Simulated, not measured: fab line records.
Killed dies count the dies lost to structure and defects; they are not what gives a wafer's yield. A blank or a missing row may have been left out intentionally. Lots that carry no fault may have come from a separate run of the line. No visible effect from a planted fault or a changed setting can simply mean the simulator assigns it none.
Matching of chambers / flow gf180mcu / pecvd-04 running GF_MIM_CVD_05: 3 sister chambers
The step deposits Si3N4, target thk 42 nm, time 29.086 s. 16 wafers are shown with their chamber, then 8 later ones without.

## WAFERS PAIRED WITH THEIR CHAMBERS
wafer=L075.1; chamber=1; heater_power_outer_w (W)=536; heater_power_w (W)=864
wafer=L075.3; chamber=0; heater_power_outer_w (W)=353; heater_power_w (W)=572
wafer=L075.5; chamber=2; heater_power_outer_w (W)=303; heater_power_w (W)=561
wafer=L076.1; chamber=2; heater_power_outer_w (W)=262; heater_power_w (W)=504
wafer=L076.3; chamber=1; heater_power_outer_w (W)=486; heater_power_w (W)=778
wafer=L076.4; chamber=0; heater_power_outer_w (W)=399; heater_power_w (W)=667
wafer=L077.1; chamber=2; heater_power_outer_w (W)=277; heater_power_w (W)=530
wafer=L077.2; chamber=0; heater_power_outer_w (W)=399; heater_power_w (W)=653
wafer=L077.4; chamber=1; heater_power_outer_w (W)=529; heater_power_w (W)=826
wafer=L081.2; chamber=0; heater_power_outer_w (W)=344; heater_power_w (W)=566
wafer=L081.4; chamber=2; heater_power_outer_w (W)=268; heater_power_w (W)=519
wafer=L081.5; chamber=0; heater_power_outer_w (W)=348; heater_power_w (W)=566
wafer=L083.1; chamber=0; heater_power_outer_w (W)=395; heater_power_w (W)=651
wafer=L083.3; chamber=2; heater_power_outer_w (W)=321; heater_power_w (W)=576
wafer=L083.6; chamber=0; heater_power_outer_w (W)=395; heater_power_w (W)=659
wafer=L087.3; chamber=1; heater_power_outer_w (W)=561; heater_power_w (W)=884

SIGNATURES (averages over the wafers above)
reading=heater_power_outer_w; chamber 0=376.14; chamber 1=528.00; chamber 2=286.20; scatter within a chamber=27.1
reading=heater_power_w; chamber 0=619.14; chamber 1=838.00; chamber 2=538.00; scatter within a chamber=43
Rule: for a wafer and a chamber, the distance is found by dividing, reading by reading, the gap between the wafer's reading and the chamber's mean by the reading's scatter, squaring, summing and taking the root. If the next closest chamber is less than 2 further off than the closest, the wafer can't be placed; otherwise it belongs to the closest. How the scatter is found: for the shown wafers, subtract from each reading the mean of its chamber, square and add these, divide the total by (wafers less chambers), then take the root.

## WAFERS WHOSE CHAMBER IS MISSING
wafer=L087.5; heater_power_outer_w (W)=451; heater_power_w (W)=725
wafer=L087.6; heater_power_outer_w (W)=246; heater_power_w (W)=498
wafer=L090.3; heater_power_outer_w (W)=421; heater_power_w (W)=653
wafer=L090.5; heater_power_outer_w (W)=417; heater_power_w (W)=650
wafer=L090.6; heater_power_outer_w (W)=296; heater_power_w (W)=563
wafer=L095.1; heater_power_outer_w (W)=402; heater_power_w (W)=664
wafer=L095.3; heater_power_outer_w (W)=514; heater_power_w (W)=821
wafer=L095.6; heater_power_outer_w (W)=413; heater_power_w (W)=663

## WHICH CHAMBER EACH ONE RAN IN
wafer=L087.5; from the rows above=can't be placed: 0 or 1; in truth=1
wafer=L087.6; from the rows above=2; in truth=2
wafer=L090.3; from the rows above=0; in truth=0
wafer=L090.5; from the rows above=0; in truth=0
wafer=L090.6; from the rows above=2; in truth=2
wafer=L095.1; from the rows above=0; in truth=0
wafer=L095.3; from the rows above=1; in truth=1
wafer=L095.6; from the rows above=0; in truth=0
7 of 8 placed correctly. Cannot be placed on the basis of these rows: 1; the candidates contain the true chamber in 1. Placed wrongly: 0.
